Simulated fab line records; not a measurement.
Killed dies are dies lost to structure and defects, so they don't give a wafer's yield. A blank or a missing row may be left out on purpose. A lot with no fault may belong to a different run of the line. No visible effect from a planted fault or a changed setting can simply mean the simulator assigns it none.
fab line records	flow sky130
record: lots: 5	wafers: 15	last-day: 50
route steps=708 shown SD_P@328 RES_XHIGH@332 SD_N@342
lots with no fault: from the same line, run without faults
start-h: the number of hours between the record's first day and the start of the first shown wafer of the lot	wait-h: hours from the lot's prior step to this one	" same as the row above	L1.1+2: a row that stands for several wafers	- either no value or no given start	* or withheld: withheld	< > ~ a bound
route shown NAME@n: names a module that has steps shown in the file, with the first one's number in the route	usual: average and standard deviation across the fault-free wafers	same: alike in all rows	chamber/n: place in a boat	sites: per-site readings	_std_site: how widely they spread, as a standard deviation	_edge_site: outer sites' mean less inner sites'	radius-mm: how far each site lies from the wafer's centre	mask NAME#n: copy n	behind: tool/chamber where the wafer was last shaped	hold: what put the lot on hold/how long, in hours/how the hold closed	device: transistor that didn't switch, given as n, p or np	end of line: tests run on the same wafers once the route is complete	where a step has no rows: the recipe by itself	killed: not the wafer's yield, but the dies lost to structure and defects at the first sort	map: a wafer's dies, x killed, . not, _ none there
set.NAME: the setting the step ran with; set.NAME@STEP: the setting that earlier step ran with	model.NAME: the simulator's own value behind a step, which no gauge read
lots seen at some steps along the route; tables by step, rows by wafer
services: when a tool's chamber went out of use (start-h, in hours from the record's first day, below 0 if earlier), for how many hours, and the reason
== steps ==
step: SKY_SD_P_OVL_MEAS_08
usual: SD_P_OVL: -0.3/1.3
lot.wafer	tool	chamber	start-h	wait-h	SD_P_OVL[nm]
L764.1	overlay-01	-	658.87	0.1	0.5
L764.4	"	-	"	"	0.9
L764.5	"	-	"	"	0.9
L769.1	overlay-01	-	694.23	0.1	-3.1
L769.2	"	-	"	"	-3.6
L769.4	"	-	"	"	-2.1
L772.2	overlay-02	-	712.38	0.1	-0.9
L772.3	"	-	"	"	0.2
L772.6	"	-	"	"	0.0
L774.1	overlay-01	-	726.32	0.1	0.2
L774.4	"	-	"	"	-2.0
L774.6	"	-	"	"	-1.3
L778.1	overlay-01	-	767.88	0.1	0.6
L778.5	"	-	"	"	-2.6
L778.6	"	-	"	"	1.2
step: SKY_SD_P_IMPLANT_09
recipe: species: BF2	energy-kev: 20	dose-cm2: 2.962e+15	tilt-deg: 0
step: SKY_SD_P_STRIP_10
recipe: chemistry: O2/N2	power-w: 1400	pressure-mtorr: 1500	platen-temp-c: withheld	o2-flow-sccm: 3000	n2-flow-sccm: 300	overash-fraction: 0.5
usual: chamber-pressure-mTorr: 1500.0/1.5	drypump-motor-current-A: 5.7/0.41	oes-product-au: 0.618/0.0048	strip-time-to-endpoint-s: 17.48/0.032
lot.wafer	tool	chamber	start-h	wait-h	chamber-pressure-mTorr	drypump-motor-current-A	oes-product-au	rf-hours-counter-h	strip-time-to-endpoint-s
L764.1	plasma-asher-04	0	659.06	0.1	1502.0	6.0	0.620	54	17.45
L764.4	"	1	"	"	1497.6	6.4	0.620	-	17.44
L764.5	"	1	"	"	1500.0	6.3	0.617	-	17.49
L769.1	plasma-asher-01	1	694.42	0.1	1498.3	5.7	0.622	102	17.52
L769.2	"	0	"	"	1499.3	5.2	0.615	102	17.46
L769.4	"	1	"	"	1501.0	5.7	0.630	-	17.51
L772.2	plasma-asher-01	1	712.56	0.1	1500.1	5.7	0.620	103	17.49
L772.3	"	1	"	"	1501.2	5.7	0.620	-	17.44
L772.6	"	0	"	"	1498.9	5.2	0.622	-	17.42
L774.1	plasma-asher-01	1	726.51	0.1	1499.0	5.7	0.628	105	17.52
L774.4	"	1	"	"	1499.8	5.7	0.618	-	17.54
L774.6	"	0	"	"	1499.9	5.2	0.609	-	17.48
L778.1	plasma-asher-01	1	768.07	0.1	1503.8	5.7	0.615	2	17.46
L778.5	"	1	"	"	1499.2	5.7	0.615	-	17.50
L778.6	"	0	"	"	1501.0	5.2	0.614	-	17.46
step: SKY_SD_P_TW_MEAS_11
usual: SD_P_TW: 2846/32
lot.wafer	tool	chamber	start-h	wait-h	SD_P_TW
L764.1	film-metro-04	-	659.16	0.1	2874
L764.4	"	-	"	"	2879
L764.5	"	-	"	"	2866
L769.1	film-metro-01	-	694.52	0.1	2773
L769.2	"	-	"	"	2764
L769.4	"	-	"	"	2766
L772.2	film-metro-03	-	712.67	0.1	2844
L772.3	"	-	"	"	2847
L772.6	"	-	"	"	2849
L774.1	film-metro-03	-	726.61	0.1	2854
L774.4	"	-	"	"	2860
L774.6	"	-	"	"	2851
L778.1	film-metro-04	-	768.17	0.1	2857
L778.5	"	-	"	"	2850
L778.6	"	-	"	"	2861
step: SKY_RES_XHIGH_DEHYDRATE_00
recipe: temp-c: 200	time-s: 60
step: SKY_RES_XHIGH_HMDS_01
recipe: prime-time-s: 60	prime-temp-c: 120
step: SKY_RES_XHIGH_COAT_02
recipe: resist: NOVOLAK	spin-rpm: 3000	resist-thk-nm: 1140
step: SKY_RES_XHIGH_SOFTBAKE_03
recipe: temp-c: 90	time-s: 60	resist: NOVOLAK
step: SKY_RES_XHIGH_EXPOSE_04
recipe: mask-id: URPM	na: 0.6	source-shape: conventional	sigma-outer: 0.6	polarization: unpolarized	target-cd-nm: 1270	dose-mj: 140
step: SKY_RES_XHIGH_PEB_05
recipe: temp-c: withheld	time-s: *	resist: NOVOLAK
step: SKY_RES_XHIGH_DEVELOP_06
recipe: resist: NOVOLAK	developer: TMAH	develop-time-s: 60	dev-temp-c: 23
step: SKY_RES_XHIGH_IMPLANT_07
recipe: species: BF2	energy-kev: 20	dose-cm2: 3.6e+14	tilt-deg: 0
step: SKY_RES_XHIGH_STRIP_08
recipe: chemistry: O2/N2	power-w: 1400	pressure-mtorr: 1500	platen-temp-c: withheld	o2-flow-sccm: 3000	n2-flow-sccm: 300	overash-fraction: 0.5
usual: chamber-pressure-mTorr: 1499.8/1.3	drypump-motor-current-A: 5.7/0.35	oes-product-au: 0.711/0.0051	strip-time-to-endpoint-s: 14.27/0.037
lot.wafer	tool	chamber	start-h	wait-h	chamber-pressure-mTorr	drypump-motor-current-A	oes-product-au	rf-hours-counter-h	strip-time-to-endpoint-s	model.NOVOLAK_of_RES_XHIGH_COAT_02.thk-nm
L764.1	plasma-asher-03	0	687.58	0.1	1500.0	5.6	0.939	25	-	255.4
L764.4	"	1	"	"	1498.2	5.6	0.940	-	-	255.3
L764.5	"	1	"	"	1496.7	5.6	0.944	-	-	256.5
L769.1	plasma-asher-04	1	722.38	0.1	1499.6	6.3	0.710	60	14.37	0
L769.2	"	0	"	"	1502.9	5.9	0.704	60	14.35	0
L769.4	"	0	"	"	1499.3	5.9	0.710	-	14.35	0
L772.2	plasma-asher-02	0	739.93	0.1	1499.5	5.7	0.713	89	14.20	0
L772.3	"	0	"	"	1500.0	5.7	0.715	-	14.25	0
L772.6	"	0	"	"	1499.8	5.6	0.709	-	14.20	0
L774.1	plasma-asher-03	0	753.78	0.1	1500.0	5.6	0.710	33	14.29	0
L774.4	"	0	"	"	1499.7	5.6	0.710	-	14.33	0
L774.6	"	1	"	"	1502.3	5.7	0.721	-	14.28	0
L778.1	plasma-asher-03	0	794.85	0.1	1500.5	5.6	0.706	36	14.31	0
L778.5	"	1	"	"	1500.0	5.6	0.717	-	14.25	0
L778.6	"	0	"	"	1499.4	5.6	0.711	-	14.25	0
step: SKY_RES_XHIGH_TW_MEAS_09
usual: RES_XHIGH_TW: 1638/22
lot.wafer	tool	chamber	start-h	wait-h	RES_XHIGH_TW
L764.1	film-metro-03	-	687.68	0.1	1652
L764.4	"	-	"	"	1641
L764.5	"	-	"	"	1651
L769.1	film-metro-04	-	722.48	0.1	1671
L769.2	"	-	"	"	1665
L769.4	"	-	"	"	1674
L772.2	film-metro-04	-	740.04	0.1	1664
L772.3	"	-	"	"	1668
L772.6	"	-	"	"	1669
L774.1	film-metro-01	-	753.88	0.1	1617
L774.4	"	-	"	"	1627
L774.6	"	-	"	"	1618
L778.1	film-metro-03	-	794.95	0.1	1662
L778.5	"	-	"	"	1657
L778.6	"	-	"	"	1662
step: SKY_SD_N_DEHYDRATE_00
recipe: temp-c: 200	time-s: 60
step: SKY_SD_N_HMDS_01
recipe: prime-time-s: 60	prime-temp-c: 120
step: SKY_SD_N_COAT_02
recipe: resist: NOVOLAK	spin-rpm: 3000	resist-thk-nm: 1140
step: SKY_SD_N_SOFTBAKE_03
recipe: temp-c: 90	time-s: 60	resist: NOVOLAK
step: SKY_SD_N_EXPOSE_04
recipe: mask-id: NSDM	na: 0.6	source-shape: conventional	sigma-outer: 0.6	polarization: unpolarized	target-cd-nm: 380	dose-mj: 141
step: SKY_SD_N_PEB_05
recipe: temp-c: withheld	time-s: *	resist: NOVOLAK
step: SKY_SD_N_DEVELOP_06
recipe: resist: NOVOLAK	developer: TMAH	develop-time-s: 60	dev-temp-c: 23
step: SKY_SD_N_CD_MEAS_07
recipe: target-cd-nm: 380
usual: cd-nm: 379.9/2.7
lot.wafer	tool	chamber	start-h	wait-h	cd-nm
L764.1	cd-sem-01	-	715.79	0.1	381.8
L764.4	"	-	"	"	384.4
L764.5	"	-	"	"	383.0
L769.1	cd-sem-01	-	749.68	0.1	376.1
L769.2	"	-	"	"	376.0
L769.4	"	-	"	"	376.3
L772.2	cd-sem-02	-	767.21	0.1	378.8
L772.3	"	-	"	"	379.0
L772.6	"	-	"	"	378.7
L774.1	cd-sem-01	-	780.46	0.1	380.9
L774.4	"	-	"	"	382.8
L774.6	"	-	"	"	380.6
L778.1	cd-sem-01	-	821.38	0.1	378.0
L778.5	"	-	"	"	378.2
L778.6	"	-	"	"	378.2
step: SKY_SD_N_OVL_MEAS_08
usual: SD_N_OVL: -0.2/1.3
lot.wafer	tool	chamber	start-h	wait-h	SD_N_OVL[nm]
L764.1	overlay-01	-	715.91	0.1	-2.1
L764.4	"	-	"	"	-0.7
L764.5	"	-	"	"	-0.5
L769.1	overlay-01	-	749.80	0.1	-4.2
L769.2	"	-	"	"	-1.1
L769.4	"	-	"	"	-5.2
L772.2	overlay-01	-	767.32	0.1	0.0
L772.3	"	-	"	"	-0.9
L772.6	"	-	"	"	0.5
L774.1	overlay-02	-	780.58	0.1	1.3
L774.4	"	-	"	"	-0.3
L774.6	"	-	"	"	2.2
L778.1	overlay-02	-	821.50	0.1	1.6
L778.5	"	-	"	"	0.9
L778.6	"	-	"	"	-0.1
step: SKY_SD_N_IMPLANT_09
recipe: species: As	energy-kev: 50	dose-cm2: 4e+15	tilt-deg: 0
step: SKY_SD_N_IMPLANT_10
recipe: species: P	energy-kev: 20	dose-cm2: 1e+14	tilt-deg: 0
step: SKY_SD_N_STRIP_11
recipe: chemistry: O2/N2	power-w: 1400	pressure-mtorr: 1500	platen-temp-c: withheld	o2-flow-sccm: 3000	n2-flow-sccm: 300	overash-fraction: 0.5
usual: chamber-pressure-mTorr: 1500.0/1.4	drypump-motor-current-A: 5.7/0.34	oes-product-au: 0.527/0.0049	strip-time-to-endpoint-s: 22.57/0.05
lot.wafer	tool	chamber	start-h	wait-h	chamber-pressure-mTorr	drypump-motor-current-A	oes-product-au	rf-hours-counter-h	strip-time-to-endpoint-s
L764.1	plasma-asher-04	0	716.25	0.1	1498.3	5.9	0.554	59	26.26
L764.4	"	0	"	"	1501.6	6.0	0.554	-	26.30
L764.5	"	0	"	"	1499.0	5.9	0.549	-	26.31
L769.1	plasma-asher-03	1	750.14	0.1	1501.8	5.7	0.533	32	22.63
L769.2	"	0	"	"	1498.1	5.6	0.519	32	22.64
L769.4	"	1	"	"	1497.7	5.7	0.525	-	22.61
L772.2	plasma-asher-03	1	767.65	0.1	1498.4	5.6	0.533	34	22.56
L772.3	"	0	"	"	1500.6	5.6	0.530	-	22.57
L772.6	"	0	"	"	1500.4	5.6	0.527	-	22.64
L774.1	plasma-asher-04	0	780.92	0.1	1500.5	5.9	0.523	68	22.46
L774.4	"	1	"	"	1498.8	6.3	0.532	-	22.51
L774.6	"	1	"	"	1497.4	6.3	0.529	-	22.52
L778.1	plasma-asher-01	1	821.84	0.1	1501.1	5.7	0.509	8	22.52
L778.5	"	0	"	"	1500.8	5.2	0.520	-	22.55
L778.6	"	1	"	"	1497.9	5.7	0.517	-	22.50
step: SKY_SD_N_TW_MEAS_12
usual: SD_N_TW: 3975/55
lot.wafer	tool	chamber	start-h	wait-h	SD_N_TW
L764.1	film-metro-01	-	716.35	0.1	30
L764.4	"	-	"	"	30
L764.5	"	-	"	"	29
L769.1	film-metro-01	-	750.24	0.1	3927
L769.2	"	-	"	"	3929
L769.4	"	-	"	"	3931
L772.2	film-metro-01	-	767.76	0.1	3950
L772.3	"	-	"	"	3948
L772.6	"	-	"	"	3945
L774.1	film-metro-01	-	781.02	0.1	3921
L774.4	"	-	"	"	3931
L774.6	"	-	"	"	3929
L778.1	film-metro-03	-	821.94	0.1	4060
L778.5	"	-	"	"	4093
L778.6	"	-	"	"	4064
step: SKY_SD_N_CLEAN_13
recipe: chemistry: SC1/SC2	mix: 1:4:20	temp-c: 70	time-s: 150	dry: n2-spin
== services ==
tool	chamber	start-h	hours	kind
plasma-asher-01	-	649.92	0.5	repair
plasma-asher-02	-	701.28	0.7	repair
plasma-asher-01	-	733.75	9.0	pm
plasma-asher-01	0	733.75	9.0	vent-cycle
plasma-asher-01	1	733.75	9.0	vent-cycle
plasma-asher-02	-	740.03	28.1	pm
plasma-asher-01	0	742.75	-	clean
plasma-asher-01	1	742.75	-	clean
plasma-asher-01	-	748.93	9.5	repair
plasma-asher-03	-	806.46	14.6	pm
== key ==
first-sign: step: SKY_RES_XHIGH_STRIP_08	reading: oes-product-au	direction: up	sigmas: 46	usual: 0.711	struck: 0.941
effect: step: SKY_SD_N_STRIP_11	reading: strip-time-to-endpoint-s	direction: up	sigmas: 75	usual: *	struck: *
effect: step: SKY_SD_N_TW_MEAS_12	reading: SD_N_TW	direction: down	sigmas: 71	usual: 3975	struck: 30
model-effect: step: SKY_RES_XHIGH_STRIP_08	value: NOVOLAK_of_RES_XHIGH_COAT_02.thk-nm	without: 0	struck: 255.7
met-at SKY_RES_XHIGH_STRIP_08
struck-wafers L764.1,L764.4,L764.5
sort-left-out L764.1,L764.4,L764.5
tester-left-out L764
fault: kind: strip-aborted	tool: plasma-asher-03	chamber: -	onset-h: 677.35	steps: SKY_RES_XHIGH_STRIP_08	offset: 0.51381	end-h: 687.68
tester-left-out: of these lots the tester's yield and bins aren't shown, on N5 and GAA mostly nor the transistor test; their killed dies are dies lost to structure and defects alone, not to doping, threshold or leakage, so they don't give the yield
sort-left-out: the simulated sort isn't trusted on such a fault, so these wafers' sort isn't shown, and their yield isn't known
